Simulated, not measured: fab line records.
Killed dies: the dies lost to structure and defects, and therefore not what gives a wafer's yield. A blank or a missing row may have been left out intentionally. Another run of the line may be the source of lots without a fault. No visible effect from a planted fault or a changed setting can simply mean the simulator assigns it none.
Comparing a struck lot with a sound one || flow gf180mcu || 16 out of 602 route steps
Sound: wafers L850.1, L850.3, L850.5. Wafers struck: L860.2, L860.3, L860.6. Last of all comes the cause.
Order at every step that has rows: each side's tool, ch and its chambers, its first start. Under that, the readings that differ: sound wafers || struck wafers || difference of the means || sigmas: that difference in standard deviations of wafers without a fault.
alike: words and numbers the same on both sides, and readings whose means are apart by under 2 such deviations; not compared: readings that were withheld, readings missing a value for some wafer, numbers with overlapping values and no deviation given by the record, and bounds like >300 which may hide the same value.
A row with sigmas, a row that says differs or no value, or rows on one side alone: a step with any of these is where the two part. Numbers that don't overlap but have no deviation are shown without sigmas and don't part them. A reading missing from all wafers of one side parts the sides only when that side holds two or more wafers.

first, 1 step without rows for these wafers: GF_HV_LDD_DEVELOP_06 (develop time 60 s).
GF_HV_LDD_CD_MEAS_07: target cd 400 nm.
  sound on cdSem-02, day 12 04:50; struck on cdSem-02, day 15 00:43
  alike: cdNm
GF_HV_LDD_OVL_MEAS_08:
  sound on overlay-01, day 12 04:58; struck on overlay-01, day 15 00:49
  alike: HV_LDD_OVL
after that, 1 step had no rows for these wafers: GF_HV_LDD_IMPLANT_09.
GF_HV_LDD_STRIP_10: strips in O2/N2.
  sound on plasmaAsher-02 ch 0,1, day 12 05:08; struck on plasmaAsher-03 ch 0,1, day 15 00:59
  alike: drypumpMotorCurrentA, heaterPowerW, n2FlowSccm, o2FlowSccm, oesProductAu, stripTimeToEndpointS
  not compared: rfHoursCounterH
GF_HV_LDD_TW_MEAS_11:
  sound on filmMetro-02, day 12 05:14; struck on filmMetro-04, day 15 01:06
  alike: HV_LDD_TW
then, 6 steps without rows for these wafers: GF_HV_LDD_DEHYDRATE_12 (time 60 s); GF_HV_LDD_HMDS_13 (prime time 60 s); GF_HV_LDD_COAT_14 (resist thk 1000 nm); GF_HV_LDD_SOFTBAKE_15 (time 60 s); GF_HV_LDD_EXPOSE_16 (exposes mask Pplus LV AREA, target cd 400 nm); GF_HV_LDD_PEB_17.
GF_HV_LDD_DEVELOP_18: develop time 60 s.
  sound on lithoTrack-02 ch 0, day 13 00:44; struck on lithoTrack-02 ch 0, day 15 22:37
  alike: developerTempC
GF_HV_LDD_CD_MEAS_19: target cd 400 nm.
  sound on cdSem-02, day 13 00:53; struck on cdSem-02, day 15 22:46
{"reading": "cdNm (nm)", "sound": "402.0 401.4 402.3", "struck": "292.2 292.7 290.4", "difference": -110.1, "sigmas": -52}
GF_HV_LDD_OVL_MEAS_20:
  sound on overlay-01, day 13 01:01; struck on overlay-02, day 15 22:52
  alike: HV_LDD_01_OVL
GF_PASSIVATION_PROBE_99:
  the record holds rows for the sound wafers here (prober-02, day 31 04:57) but none for the struck ones

== WHERE THEY PART ==
Last at GF_PASSIVATION_PROBE_99 as far as this record goes, first at GF_HV_LDD_CD_MEAS_19.

WHY: what the simulator had put in
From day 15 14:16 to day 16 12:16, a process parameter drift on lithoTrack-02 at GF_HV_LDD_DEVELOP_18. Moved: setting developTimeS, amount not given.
